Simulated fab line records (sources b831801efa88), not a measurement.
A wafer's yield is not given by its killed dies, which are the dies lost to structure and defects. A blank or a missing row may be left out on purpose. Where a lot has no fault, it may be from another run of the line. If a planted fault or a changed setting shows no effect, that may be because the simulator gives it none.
Which tool was responsible?	flow sky130	Sampling: 13 lots, 39 wafers, 4 of 708 route steps

## WHAT EACH GAUGE READ, for each wafer
SKY_POLY_GATE_CD_MEAS_22. Usual: cd nm reads 148.9 nm (standard deviation 2.7).
lot	measured	on	cd nm (nm)	flag
L126	day 17 03:56	cd sem-02	150.9 153.8 150.1	
L128	day 17 22:17	cd sem-01	143.3 146.1 151.1	
L130	day 19 01:08	cd sem-02	146.9 144.4 145.3	
L131	day 19 02:23	cd sem-02	151.6 146.1 147.0	
L132	day 19 07:08	cd sem-01	150.8 149.8 152.0	
L134	day 20 03:21	cd sem-01	151.1 157.0 155.2	
L135	day 20 09:08	cd sem-02	148.7 150.0 143.8	
L136	day 20 17:07	cd sem-01	146.6 149.9 145.0	
L143	day 23 01:59	cd sem-01	145.1 149.1 151.0	
L145	day 23 18:13	cd sem-01	149.8 152.0 150.0	
L146	day 23 21:02	cd sem-02	148.3 148.1 148.9	
L147	day 24 15:51	cd sem-01	148.7 150.1 147.2	
L148	day 24 22:26	cd sem-01	146.8 147.6 151.5	

SKY_LDD_HVP_OVL_MEAS_07. Usual: LDD_HVP_OVL -0.1 nm, standard deviation 1.4.
lot	measured	on	LDD_HVP_OVL (nm)	flag
L126	day 22 05:46	overlay-02	-0.5 -2.5 0.0	
L128	day 23 03:14	overlay-01	0.4 -2.0 0.5	
L130	day 24 04:35	overlay-01	0.4 0.3 1.0	
L131	day 24 06:24	overlay-01	-3.3 0.0 -0.8	
L132	day 24 11:12	overlay-01	-1.8 -2.4 -0.1	
L134	day 25 06:10	overlay-01	-0.2 0.0 -1.2	
L135	day 25 11:40	overlay-02	0.3 -1.6 -0.5	
L136	day 25 20:10	overlay-01	1.5 1.5 -1.2	
L143	day 28 01:43	overlay-02	-1.9 0.0 0.1	
L145	day 28 18:46	overlay-02	-2.1 -1.9 -2.1	
L146	day 28 21:34	overlay-02	1.0 1.1 2.8	
L147	day 29 13:49	overlay-01	-0.1 -0.1 -0.8	
L148	day 29 20:30	overlay-01	2.0 -0.3 -0.2	

## WHAT TOOL EACH LOT RAN ON (gives the tool, then ch and the chambers of the sampled wafers, and finally the start)
lot	SKY_POLY_GATE_STRIP_18	SKY_LDD_HVP_DEVELOP_06
L126	plasma asher-03 ch 0, day 17 01:46	litho track-02 ch 0, day 22 05:37
L128	plasma asher-01 ch 0,1, day 17 20:46	litho track-02 ch 0, day 23 03:08
L130	plasma asher-04 ch 1, day 18 23:40	litho track-04 ch 0, day 24 04:26
L131	plasma asher-04 ch 0,1, day 19 00:56	litho track-01 ch 0, day 24 06:15
L132	plasma asher-01 ch 0,1, day 19 05:39	litho track-04 ch 0, day 24 11:05
L134	plasma asher-04 ch 0,1, day 20 01:20	litho track-02 ch 0, day 25 06:02
L135	plasma asher-03 ch 0,1, day 20 05:35	litho track-02 ch 0, day 25 11:31
L136	plasma asher-03 ch 0,1, day 20 14:26	litho track-02 ch 0, day 25 20:01
L143	plasma asher-01 ch 0,1, day 22 23:11	litho track-02 ch 0, day 28 01:35
L145	plasma asher-04 ch 0,1, day 23 15:53	litho track-02 ch 0, day 28 18:37
L146	plasma asher-04 ch 0,1, day 23 18:53	litho track-01 ch 0, day 28 21:25
L147	plasma asher-03 ch 0,1, day 24 14:22	litho track-01 ch 0, day 29 13:40
L148	plasma asher-01 ch 0,1, day 24 20:56	litho track-04 ch 0, day 29 20:25
- SKY_POLY_GATE_STRIP_18: strips in O2/N2.
- SKY_LDD_HVP_DEVELOP_06: develop time 57.28 s.

## AS READ BY THE TOOLS THEMSELVES (means over the sampled wafers that have a number; for cases with no such wafer, the mark the record gives instead)
SKY_POLY_GATE_STRIP_18. Usual: chamber pressure mTorr 1500.1 mTorr, standard deviation 1.4; drypump motor current A 6.2 A, standard deviation 0.37; n2 flow sccm 300.1 sccm, standard deviation 0.95; oes product au 0.362 a.u., standard deviation 0.0047; strip time to endpoint s 3.20 s, standard deviation 0.039.
lot	tool	chamber pressure mTorr (mTorr)	drypump motor current A (A)	n2 flow sccm (sccm)	oes product au (a.u.)	strip time to endpoint s (s)	flag
L126	plasma asher-03	1501.0	5.7	298.9	0.361	3.23	
L128	plasma asher-01	1501.2	6.6	301.0	0.361	3.18	
L130	plasma asher-04	1500.6	5.8	300.0	0.368	3.20	
L131	plasma asher-04	1500.3	6.2	300.0	0.367	3.30	
L132	plasma asher-01	1500.4	6.5	299.7	0.361	3.25	
L134	plasma asher-04	1499.8	6.2	300.6	0.361	3.19	
L135	plasma asher-03	1501.8	6.2	299.9	0.361	3.21	
L136	plasma asher-03	1499.0	5.9	300.1	0.368	3.21	
L143	plasma asher-01	1500.1	6.6	299.2	0.358	3.16	
L145	plasma asher-04	1500.5	6.2	300.4	0.359	3.20	
L146	plasma asher-04	1499.8	6.2	300.2	0.364	3.24	
L147	plasma asher-03	1499.6	5.9	298.7	0.365	3.23	
L148	plasma asher-01	1500.3	6.5	300.4	0.364	3.17	

SKY_LDD_HVP_DEVELOP_06. Usual: developer temp C reads 23.00 C (standard deviation 0.12).
lot	tool	developer temp C (C)	flag
L126	litho track-02	22.92	
L128	litho track-02	23.07	
L130	litho track-04	23.06	
L131	litho track-01	23.08	
L132	litho track-04	23.05	
L134	litho track-02	23.09	
L135	litho track-02	23.08	
L136	litho track-02	23.10	
L143	litho track-02	22.12	OFF
L145	litho track-02	21.88	OFF
L146	litho track-01	23.14	
L147	litho track-01	22.92	
L148	litho track-04	23.02	

## THE ANSWER, worked out from the rows above alone
Rule: a lot is off if the mean of its wafers that have a number lies more than 3 standard deviations from the usual mean. Also off: a lot with no number at a reading for which 4 or more lots have one. The other lots that the step has rows for count as sound. After the gauges, taken in route order, come the tools' own readings; for these a lot's mean is taken, as printed above. The first step at which some lot is off is used, and at that step the reading that is off furthest; a lot without a number counts as furthest.
Off: L143, L145, at SKY_LDD_HVP_DEVELOP_06 (developer temp C).
If a tool, at that step or one of the process steps before it, ran each lot that is off and ran no sound lot following the first of them, it fits. One fits: litho track-02 at SKY_LDD_HVP_DEVELOP_06. Its last sound lot is L136 (day 25 20:01), its first lot that is off L143 (day 28 01:35): a fault that began between those two fits.
On the lots that are off, the tool's own readings at SKY_LDD_HVP_DEVELOP_06 differ by more than 5 times the standard deviation of the sound lots' means, which bears it out; developer temp C reads 22.00 C there versus 23.05 C on the sound lots.

## WHAT THE SIMULATOR HAD INSERTED
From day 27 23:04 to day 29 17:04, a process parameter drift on litho track-02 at SKY_LDD_HVP_DEVELOP_06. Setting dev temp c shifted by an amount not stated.
Shown lots that were struck: L143, L145. The rule above reached the same finding.
